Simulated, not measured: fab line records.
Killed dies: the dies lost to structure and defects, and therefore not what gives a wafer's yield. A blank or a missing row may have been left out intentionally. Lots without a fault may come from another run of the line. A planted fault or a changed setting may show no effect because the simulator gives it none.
fab line records	flow sky130
record: lots: 6	wafers: 18	last-day: 49
route steps=708 shown METAL5@664 PAD_OPEN@708
lots that met no fault: taken from a fault-free run of the same line
start-h: hours from the record's first day to the start of the lot's first wafer shown	wait-h: hours elapsed since this lot's preceding step	" the same as in the row above	L1.1+2: one row covering several wafers at once	- no value present, or no start provided	* or withheld: withheld	< > ~ a bound
route shown NAME@n: names a module that has steps shown in the file, with the first one's number in the route	usual: average and standard deviation across the fault-free wafers	same: alike in all rows	chamber/n: place in a boat	sites: each site's reading	_std_site: the values' standard deviation	_edge_site: the outer-site mean with the inner-site mean subtracted	radius-mm: for every site, how far away it sits from the centre of the wafer	mask NAME#n: copy n	behind: the most recent tool/chamber to have shaped the wafer	hold: why the lot was held/for how many hours/how that ended	device: which transistor (n, p or np) failed to switch	end of line: tests run on the same wafers once the route is complete	a step without rows: its recipe alone	killed: dies that structure and defects cost at the first sort, which is not the same as the wafer's yield	map: per-die view of a wafer (x killed, . not killed, _ where there is no die)
set.NAME: setting as actually run; set.NAME@STEP: the setting as run at that earlier step	model.NAME: the simulator's own value behind a step, which no gauge read
certain route steps with their lots: each step a table, each wafer a row
services: from which hour (start-h, from the record's first day; less than 0 if before it) a tool's chamber was out of use, for how many hours, and why
== steps ==
step: SKY_METAL5_SPUTTER_03
recipe: material: Ti	target-thk-nm: 5	power-w: 3000	time-s: 3.3	chamber-pressure-pa: 0.4
usual: throttle-valve-pct: 30.0/1
lot.wafer	tool	chamber	start-h	wait-h	throttle-valve-pct
L135.1	pvd-sputter-03	-	1065.37	0.0	29.4
L135.2	"	-	"	"	29.6
L135.4	"	-	"	"	30.1
L136.1	pvd-sputter-02	-	1072.34	0.0	27.7
L136.5	"	-	"	"	27.4
L136.6	"	-	"	"	30.1
L137.2	pvd-sputter-04	-	1074.52	0.0	30.5
L137.5	"	-	"	"	30.6
L137.6	"	-	"	"	28.9
L138.1	pvd-sputter-02	-	1080.47	0.0	30.5
L138.3	"	-	"	"	29.2
L138.6	"	-	"	"	30.1
L141.1	pvd-sputter-04	-	1099.01	0.0	30.3
L141.2	"	-	"	"	30.2
L141.4	"	-	"	"	30.2
L142.1	pvd-sputter-03	-	1105.42	0.0	30.1
L142.2	"	-	"	"	30.1
L142.3	"	-	"	"	29.7
step: SKY_METAL5_SPUTTER_04
recipe: material: TiN	target-thk-nm: 70	power-w: 6500	time-s: 58.3	chamber-pressure-pa: 0.4
usual: throttle-valve-pct: 30.0/0.99
lot.wafer	tool	chamber	start-h	wait-h	throttle-valve-pct
L135.1	pvd-sputter-03	-	1065.39	0.0	29.6
L135.2	"	-	"	"	29.7
L135.4	"	-	"	"	30.0
L136.1	pvd-sputter-02	-	1072.36	0.0	27.8
L136.5	"	-	"	"	27.7
L136.6	"	-	"	"	29.8
L137.2	pvd-sputter-04	-	1074.54	0.0	30.4
L137.5	"	-	"	"	30.4
L137.6	"	-	"	"	28.9
L138.1	pvd-sputter-02	-	1080.49	0.0	30.7
L138.3	"	-	"	"	29.1
L138.6	"	-	"	"	29.7
L141.1	pvd-sputter-04	-	1099.03	0.0	30.1
L141.2	"	-	"	"	30.3
L141.4	"	-	"	"	30.2
L142.1	pvd-sputter-03	-	1105.44	0.0	30.0
L142.2	"	-	"	"	29.5
L142.3	"	-	"	"	29.7
step: SKY_METAL5_RS_MEAS_05
recipe: thk-meas-gauge: four-point-probe	reads: TiN_of_METAL5_SPUTTER_04+Ti_of_METAL5_SPUTTER_03+AlCu_of_METAL5_SPUTTER_02+TiN_of_METAL5_SPUTTER_01+Ti_of_METAL5_SPUTTER_00
usual: METAL5_ALCU_RS: 0.02719/0.00029
lot.wafer	tool	chamber	start-h	wait-h	METAL5_ALCU_RS[ohm/sq]
L135.1	film-metro-02	-	1065.44	0.0	0.02745
L135.2	"	-	"	"	0.02716
L135.4	"	-	"	"	0.02715
L136.1	film-metro-03	-	1072.40	0.0	0.02671
L136.5	"	-	"	"	0.0268
L136.6	"	-	"	"	0.02672
L137.2	film-metro-02	-	1074.61	0.0	0.02724
L137.5	"	-	"	"	0.0274
L137.6	"	-	"	"	0.02752
L138.1	film-metro-02	-	1080.54	0.0	0.02733
L138.3	"	-	"	"	0.02734
L138.6	"	-	"	"	0.02696
L141.1	film-metro-03	-	1099.08	0.0	0.0273
L141.2	"	-	"	"	0.02706
L141.4	"	-	"	"	0.0272
L142.1	film-metro-01	-	1105.49	0.0	0.02689
L142.2	"	-	"	"	0.02689
L142.3	"	-	"	"	0.02718
step: SKY_METAL5_THK_MEAS_06
recipe: thk-meas-gauge: xrf	reads: AlCu_of_METAL5_SPUTTER_02
usual: METAL5_ALCU_THK: 1133/14
lot.wafer	tool	chamber	start-h	wait-h	METAL5_ALCU_THK[nm]
L135.1	film-metro-02	-	1065.56	0.1	1121
L135.2	"	-	"	"	1127
L135.4	"	-	"	"	1130
L136.1	film-metro-03	-	1072.52	0.1	1158
L136.5	"	-	"	"	1158
L136.6	"	-	"	"	1162
L137.2	film-metro-02	-	1074.72	0.1	1131
L137.5	"	-	"	"	1123
L137.6	"	-	"	"	1112
L138.1	film-metro-02	-	1080.66	0.1	1129
L138.3	"	-	"	"	1125
L138.6	"	-	"	"	1148
L141.1	film-metro-03	-	1099.20	0.1	1130
L141.2	"	-	"	"	1145
L141.4	"	-	"	"	1134
L142.1	film-metro-01	-	1105.61	0.1	1147
L142.2	"	-	"	"	1139
L142.3	"	-	"	"	1135
step: SKY_METAL5_DEHYDRATE_07
recipe: temp-c: 200	time-s: 60
step: SKY_METAL5_HMDS_08
recipe: prime-time-s: 60	prime-temp-c: 120
step: SKY_METAL5_COAT_09
recipe: resist: NOVOLAK	spin-rpm: 3000	resist-thk-nm: 1800
step: SKY_METAL5_SOFTBAKE_10
recipe: temp-c: 90	time-s: 60	resist: NOVOLAK
step: SKY_METAL5_EXPOSE_11
recipe: mask-id: MM5	na: 0.6	source-shape: conventional	sigma-outer: 0.6	polarization: unpolarized	target-cd-nm: 1600	dose-mj: 190
step: SKY_METAL5_PEB_12
recipe: temp-c: withheld	time-s: *	resist: NOVOLAK
step: SKY_METAL5_DEVELOP_13
recipe: resist: NOVOLAK	developer: TMAH	develop-time-s: 60	dev-temp-c: 23.45
step: SKY_METAL5_DESCUM_14
recipe: chemistry: O2	source-power-w: 150	bias-power-w: 0	pressure-mtorr: 10	temp-c: 40	time-s: 11
usual: drypump-motor-current-A: 5.4/0.31	oes-product-au: 0.994/0.017
lot.wafer	tool	chamber	start-h	wait-h	drypump-motor-current-A	oes-product-au	rf-hours-counter-h
L135.1	rie-metal-03	1	1086.83	0.1	5.2	1.024	20
L135.2	"	0	"	"	5.6	0.984	14
L135.4	"	0	"	"	5.6	0.968	-
L136.1	rie-metal-04	1	1093.58	0.1	5.6	0.994	9
L136.5	"	1	"	"	5.6	0.992	-
L136.6	"	0	"	"	5.0	0.987	-
L137.2	rie-metal-03	1	1095.68	0.1	5.1	1.016	22
L137.5	"	0	"	"	5.6	0.978	-
L137.6	"	1	"	"	5.2	1.009	-
L138.1	rie-metal-03	1	1101.68	0.1	5.2	1.007	22
L138.3	"	1	"	"	5.2	1.010	-
L138.6	"	1	"	"	5.2	1.015	-
L141.1	rie-metal-01	0	1119.33	0.1	5.9	0.985	18
L141.2	"	1	"	"	5.1	1.001	26
L141.4	"	0	"	"	5.8	0.980	-
L142.1	rie-metal-04	0	1124.23	0.1	5.0	0.992	8
L142.2	"	1	"	"	5.6	0.991	12
L142.3	"	0	"	"	5.0	0.983	-
step: SKY_METAL5_METAL_ETCH_15
recipe: target-depth-a: 12600	stop-on: SiO2	over-etch-frac: 0.2	time-s: 252	chemistry: Cl2/BCl3	resist-sidewall-deg: 86	pressure-mtorr: 10	icp-w: 900	bias-w: 48.5	Cl2_flow_sccm: 60	bcl3-flow-sccm: 30
usual: bias-w: 48.50/0.15	drypump-motor-current-A: 5.4/0.31	oes-product-au: 0.895/0.005	throttle-valve-pct: 22.265/0.0087
lot.wafer	tool	chamber	start-h	wait-h	bias-w	drypump-motor-current-A	oes-product-au	rf-hours-counter-h	throttle-valve-pct	model.NOVOLAK_of_METAL5_COAT_09.thk-nm	model.SiO2_of_VIA4_HDPCVD_00.thk-nm
L135.1	rie-metal-03	1	1086.86	0.0	48.49	5.2	0.891	21	22.262	1005	546.3
L135.2	"	0	"	"	48.59	5.6	0.900	14	22.264	1075	549
L135.4	"	0	"	"	48.56	5.6	0.898	-	22.267	1072	550.3
L136.1	rie-metal-04	1	1093.61	0.0	48.77	5.6	0.897	9	22.268	1048	551.1
L136.5	"	1	"	"	48.72	5.6	0.896	-	22.265	1047	548.9
L136.6	"	0	"	"	48.34	5.0	0.896	-	22.276	1054	549.6
L137.2	rie-metal-03	1	1095.71	0.0	65.18	5.2	0.893	22	22.268	910.2	543.7
L137.5	"	0	"	"	65.15	5.6	0.898	-	22.272	978.1	544
L137.6	"	1	"	"	65.21	5.2	0.892	-	22.274	911.6	542.5
L138.1	rie-metal-03	1	1101.71	0.0	65.12	5.1	0.896	22	22.260	913.3	542.9
L138.3	"	1	"	"	65.22	5.2	0.913	-	22.270	906.4	540
L138.6	"	1	"	"	65.33	5.1	0.900	-	22.259	920.6	541.3
L141.1	rie-metal-01	0	1119.36	0.0	48.70	5.8	0.894	18	22.261	1042	548.9
L141.2	"	1	"	"	48.67	5.1	0.894	26	22.272	1016	548.1
L141.4	"	0	"	"	48.61	5.9	0.888	-	22.266	1045	548.7
L142.1	rie-metal-04	0	1124.27	0.0	48.32	5.0	0.890	8	22.274	1062	548.8
L142.2	"	1	"	"	48.59	5.6	0.889	12	22.270	1047	549
L142.3	"	0	"	"	48.51	5.0	0.900	-	22.272	1053	547.2
step: SKY_METAL5_STRIP_16
recipe: chemistry: O2/N2	power-w: 1400	pressure-mtorr: 1500	platen-temp-c: withheld	o2-flow-sccm: 3000	n2-flow-sccm: 300	overash-fraction: 0.5
usual: drypump-motor-current-A: 5.4/0.53	oes-product-au: 0.710/0.0042	strip-time-to-endpoint-s: 13.14/0.24
lot.wafer	tool	chamber	start-h	wait-h	drypump-motor-current-A	oes-product-au	rf-hours-counter-h	strip-time-to-endpoint-s
L135.1	plasma-asher-04	0	1087.10	0.2	5.0	0.711	66	12.79
L135.2	"	1	"	"	5.4	0.704	66	13.51
L135.4	"	1	"	"	5.4	0.712	-	13.48
L136.1	plasma-asher-04	0	1093.85	0.2	5.0	0.712	66	13.24
L136.5	"	0	"	"	5.0	0.712	-	13.20
L136.6	"	1	"	"	5.5	0.714	-	13.26
L137.2	plasma-asher-04	0	1095.95	0.2	5.0	0.716	67	11.69
L137.5	"	0	"	"	5.0	0.710	-	12.48
L137.6	"	1	"	"	5.4	0.709	-	11.72
L138.1	plasma-asher-03	0	1101.95	0.2	6.5	0.706	4	11.71
L138.3	"	1	"	"	4.9	0.709	-	11.65
L138.6	"	1	"	"	4.9	0.703	-	11.80
L141.1	plasma-asher-01	0	1119.60	0.2	4.9	0.707	99	13.18
L141.2	"	1	"	"	5.6	0.711	99	12.85
L141.4	"	1	"	"	5.6	0.702	-	13.20
L142.1	plasma-asher-01	1	1124.50	0.2	5.6	0.696	99	13.35
L142.2	"	0	"	"	4.9	0.710	99	13.21
L142.3	"	1	"	"	5.6	0.708	-	13.27
step: SKY_METAL5_STRIP_17
recipe: chemistry: post-etch-residue-remover	time-s: 1200	temp-c: 72.5
step: SKY_PAD_OPEN_PROBE_99
usual: defect-limited-yield: 82.7/1.8	killed_at_M0_to_M3: 42/7.2	killed_at_M4_up: 3.4/2.1	killed-at-contacts: 24/5.4	killed-at-front-end: 15/4	killed-at-other: 0.3/0.53	killed-dies: 85/8.8	killed-open: 47/6.7	killed-short: 38/6.5	sort_bin_3_pad_short: 0.8/0.4	sort_bin_5_function: 10.2/1.3	sort_bin_6_memory: 6.2/1.2	sort-n-pass: 407/8.8	sort-yield-pct: 82.7/1.8
same: gross-dies: 492	killed-at-back-side: 0	sort_bin_4_leakage[%]: 0	sort_bin_8_speed[%]: 0
lot.wafer	tool	chamber	start-h	wait-h	defect-limited-yield[%]	killed_at_M0_to_M3	killed_at_M4_up	killed-at-contacts	killed-at-front-end	killed-at-other	killed-dies	killed-open	killed-short	sort_bin_3_pad_short[%]	sort_bin_5_function[%]	sort_bin_6_memory[%]	sort-n-pass	sort-yield-pct[%]
L136.1	prober-01	-	1136.36	0.1	81.3	37	3	29	23	0	92	55	35	1.0	11.2	6.5	400	81.3
L136.5	prober-01	-	1136.56	0.2	82.5	45	4	23	14	0	86	44	42	0.4	10.4	6.7	406	82.5
L136.6	prober-01	-	1136.61	0.2	80.7	38	3	35	19	0	95	45	49	0.8	10.4	8.1	397	80.7
L137.2	prober-02	-	1138.25	0.1	82.3	55	3	18	11	0	87	45	42	0.4	11.8	5.5	405	82.3
L137.5	prober-02	-	1138.40	0.2	84.6	38	5	19	14	0	76	34	42	0.6	9.6	5.3	416	84.6
L137.6	prober-02	-	1138.45	0.2	80.3	42	4	37	13	1	97	47	50	1.0	10.2	8.5	395	80.3
L138.1	prober-01	-	1142.95	0.1	80.3	48	3	37	9	0	97	56	41	1.0	11.4	7.3	395	80.3
L138.3	prober-01	-	1143.05	0.2	85.4	43	0	18	11	0	72	40	32	0.2	9.3	5.1	420	85.4
L138.6	prober-01	-	1143.20	0.2	82.1	37	5	33	13	0	88	51	37	0.4	12.0	5.5	404	82.1
L141.1	prober-02	-	1161.16	0.1	82.9	40	2	27	15	0	84	50	31	0.8	8.7	7.5	408	82.9
L141.2	prober-02	-	1161.21	0.1	85.8	36	0	21	12	1	70	31	38	1.2	7.5	5.5	422	85.8
L141.4	prober-02	-	1161.31	0.2	83.1	36	7	23	17	0	83	42	39	1.0	9.8	6.1	409	83.1
killed by level:class
L136.1 CONTACT:geometric-particle:open=12 VIA2:geometric-particle:open=10 LI_CONTACT:geometric-particle:open=8 VIA1:geometric-particle:open=8 FIELD_ISO:geometric-particle:short=6 POLY_GATE:geometric-particle:short=5 METAL1:geometric-particle:short=4 LI_CONTACT:geometric-particle:short=3
L136.5 VIA1:geometric-particle:open=11 CONTACT:geometric-particle:open=8 CONTACT:geometric-particle:short=6 METAL1:geometric-particle:short=6 POLY_GATE:geometric-particle:open=5 VIA1:geometric-particle:short=5 LI_CONTACT:geometric-particle:open=4 VIA2:geometric-particle:short=4
L136.6 CONTACT:geometric-particle:open=11 CONTACT:geometric-particle:short=9 VIA1:geometric-particle:open=9 LI_CONTACT:geometric-particle:open=8 VIA1:geometric-particle:short=6 FIELD_ISO:geometric-particle:short=5 VIA2:geometric-particle:open=5 FIELD_ISO:geometric-particle:open=4
L137.2 VIA1:geometric-particle:open=16 VIA1:geometric-particle:short=8 CONTACT:geometric-particle:open=7 FIELD_ISO:geometric-particle:short=6 METAL1:geometric-particle:short=6 METAL2:geometric-particle:short=5 VIA3:geometric-particle:open=5 LI_CONTACT:geometric-particle:open=4
L137.5 METAL1:geometric-particle:short=9 VIA1:geometric-particle:open=9 CONTACT:geometric-particle:open=7 VIA1:geometric-particle:short=6 POLY_GATE:geometric-particle:open=5 VIA3:geometric-particle:open=5 FIELD_ISO:geometric-particle:short=4 POLY_GATE:geometric-particle:short=4
L137.6 CONTACT:geometric-particle:open=13 VIA1:geometric-particle:open=9 VIA3:geometric-particle:open=7 CONTACT:geometric-particle:short=6 LI_CONTACT:geometric-particle:open=6 VIA1:geometric-particle:short=6 POLY_GATE:geometric-particle:short=5 LI_CONTACT:geometric-particle:short=5
L138.1 VIA1:geometric-particle:open=14 CONTACT:geometric-particle:open=11 LI_CONTACT:geometric-particle:open=10 VIA2:geometric-particle:open=8 CONTACT:geometric-particle:short=7 METAL2:geometric-particle:short=7 VIA3:geometric-particle:open=6 LOCAL_INTERCONNECT:geometric-particle:short=5
L138.3 VIA1:geometric-particle:open=9 CONTACT:geometric-particle:open=8 METAL2:geometric-particle:short=7 LI_CONTACT:geometric-particle:open=6 METAL1:geometric-particle:short=5 VIA3:geometric-particle:short=5 VIA1:geometric-particle:short=4 FIELD_ISO:geometric-particle:open=3
L138.6 LI_CONTACT:geometric-particle:open=12 VIA1:geometric-particle:open=12 CONTACT:geometric-particle:open=9 METAL1:geometric-particle:short=6 CONTACT:geometric-particle:short=5 FIELD_ISO:geometric-particle:open=4 LOCAL_INTERCONNECT:geometric-particle:short=4 METAL2:geometric-particle:short=4
L141.1 VIA1:geometric-particle:open=14 CONTACT:geometric-particle:open=11 LI_CONTACT:geometric-particle:open=8 METAL1:geometric-particle:short=6 VIA1:geometric-particle:short=5 SPACER:geometric-particle:short=4 FIELD_ISO:geometric-particle:open=3 POLY_GATE:geometric-particle:short=3
L141.2 CONTACT:geometric-particle:open=8 CONTACT:geometric-particle:short=6 METAL1:geometric-particle:short=5 VIA1:geometric-particle:open=5 VIA2:geometric-particle:open=5 VIA2:geometric-particle:short=4 LI_CONTACT:geometric-particle:open=4 VIA1:geometric-particle:short=4
L141.4 VIA1:geometric-particle:open=10 VIA3:geometric-particle:open=8 CONTACT:geometric-particle:open=6 METAL4:geometric-particle:short=6 FIELD_ISO:geometric-particle:short=5 CONTACT:geometric-particle:short=5 METAL1:geometric-particle:short=4 LI_CONTACT:geometric-particle:open=4
== services ==
tool	chamber	start-h	hours	kind
plasma-asher-03	-	1055.25	9.0	pm
plasma-asher-03	0	1055.25	9.0	vent-cycle
plasma-asher-03	1	1055.25	9.0	vent-cycle
rie-metal-01	-	1059.94	0.4	repair
rie-metal-03	-	1061.93	1.5	repair
rie-metal-01	0	1063.39	2.8	repair
plasma-asher-03	0	1064.25	-	clean
plasma-asher-03	1	1064.25	-	clean
pvd-sputter-03	0	1069.65	-	consumable-replace:kit
pvd-sputter-03	0	1069.65	18.0	scheduled-down
pvd-sputter-03	0	1069.65	18.0	vent-cycle
pvd-sputter-03	-	1086.35	5.1	repair
rie-metal-01	-	1090.09	4.3	pm
pvd-sputter-04	3	1092.26	-	consumable-replace:kit
pvd-sputter-04	3	1092.26	18.0	scheduled-down
pvd-sputter-04	3	1092.26	18.0	vent-cycle
pvd-sputter-04	-	1094.85	1.5	repair
rie-metal-03	-	1115.38	1.4	pm
pvd-sputter-02	0	1118.48	-	consumable-replace:kit
pvd-sputter-02	0	1118.48	18.0	scheduled-down
pvd-sputter-02	0	1118.48	18.0	vent-cycle
pvd-sputter-02	-	1120.92	0.6	repair
== key ==
first-sign: step: SKY_METAL5_METAL_ETCH_15	reading: bias-w	direction: up	sigmas: 99+	usual: 48.50	struck: 65.20
effect: step: SKY_METAL5_STRIP_16	reading: strip-time-to-endpoint-s	direction: down	sigmas: 5.5	usual: *	struck: *
model-effect: step: SKY_METAL5_METAL_ETCH_15	value: NOVOLAK_of_METAL5_COAT_09.thk-nm	without: 1027	struck: 923.4
met-at SKY_METAL5_METAL_ETCH_15
struck-wafers L137.2,L137.5,L137.6,L138.1,L138.3,L138.6
onset-between 1086.86 1095.71
fault: kind: process-parameter-drift	tool: rie-metal-03	chamber: -	onset-h: 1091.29	steps: SKY_METAL5_METAL_ETCH_15	channel: bias-w	offset: 16.637	shape: step	end-h: 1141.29	acts-in: these-recipes-only	stated: 48.5
